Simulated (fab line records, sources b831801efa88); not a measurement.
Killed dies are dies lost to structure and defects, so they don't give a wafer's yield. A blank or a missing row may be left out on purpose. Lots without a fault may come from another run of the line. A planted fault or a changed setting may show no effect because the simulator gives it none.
A struck lot beside a sound one | flow gf180mcu | 14 steps out of a route of 602
Sound: wafers L231.1, L231.2, L231.3. Struck: wafers L238.1, L238.3, L238.6. The cause comes at the end.
At each step with rows: each side's tool, then ch and its chambers, then its first start. Under that, the readings that differ: sound wafers | struck wafers | difference of the means | sigmas: that difference in standard deviations of wafers without a fault.
alike: readings whose means differ by less than 2 such deviations, and words and numbers that are the same on both sides. not compared: withheld readings, readings that some wafer has no value for, bounds like >300 that may hide the same value, and numbers for which the record gives no deviation and whose values overlap.
The two part at a step that has a row with sigmas, a row that says differs or no value, or rows on one side only. Numbers that don't overlap but have no deviation are shown without sigmas and don't part them. A reading that every wafer of one side lacks parts them only if that side has two wafers or more.

first, 8 steps without rows for these wafers: GF_V3_DEHYDRATE_06 (time 60 s); GF_V3_HMDS_07 (prime time 60 s); GF_V3_COAT_08; GF_V3_COAT_09 (resist thk 1000 nm); GF_V3_SOFTBAKE_10 (time 60 s); GF_V3_EXPOSE_11 (exposes mask Via3, target cd 260 nm); GF_V3_PEB_12 (peb time 90 s); GF_V3_DEVELOP_13 (develop time 60 s).
GF_V3_CD_MEAS_14: target cd 260 nm.
  sound on cd_sem-01, day 22 07:45; struck on cd_sem-02, day 25 14:08
  reading    | sound             | struck            | difference | sigmas
  cd_nm (nm) | 257.4 256.8 258.2 | 261.9 261.4 261.6 | +4.2       | +3
GF_V3_OVL_MEAS_15:
  sound on overlay-02, day 22 07:52; struck on overlay-02, day 25 14:16
  reading     | sound    | struck   | difference | sigmas
  V3_OVL (nm) | 12 20 10 | -3 -5 -3 | -18        | -3
GF_V3_ETCH_16: etches BARC in N2/H2.
  sound on rie_diel-02 ch 1,2,3, day 22 07:55; struck on rie_diel-04 ch 0,2, day 25 14:18
  alike: chamber_pressure_mTorr, drypump_motor_current_A, oes_product_au, throttle_valve_pct
GF_V3_ETCH_17: etches SiO2 in C4F8/O2/Ar, stops on TiN, target depth 635 nm.
  sound on rie_diel-02 ch 1,2,3; struck on rie_diel-04 ch 0,2
  alike: chamber_pressure_mTorr, oes_product_au
GF_V3_STRIP_18: strips in O2/N2.
  sound on plasma_asher-02 ch 0,1, day 22 08:02; struck on plasma_asher-04 ch 0,1, day 25 14:26
  no value came back on the struck wafers for chamber_pressure_mTorr (mTorr), drypump_motor_current_A (A), heater_power_w (W), oes_product_au (a.u.); on the sound wafers chamber_pressure_mTorr (mTorr) reads 1500.1 1498.6 1498.2
  not compared: rf_hours_counter_h
then, 1 step without rows for these wafers: GF_V3_STRIP_19 (strips in post etch residue remover, time 1200 s).

WHERE THEY PART
First at GF_V3_CD_MEAS_14; last, within this record, at GF_V3_STRIP_18.

WHY: what the simulator had put in
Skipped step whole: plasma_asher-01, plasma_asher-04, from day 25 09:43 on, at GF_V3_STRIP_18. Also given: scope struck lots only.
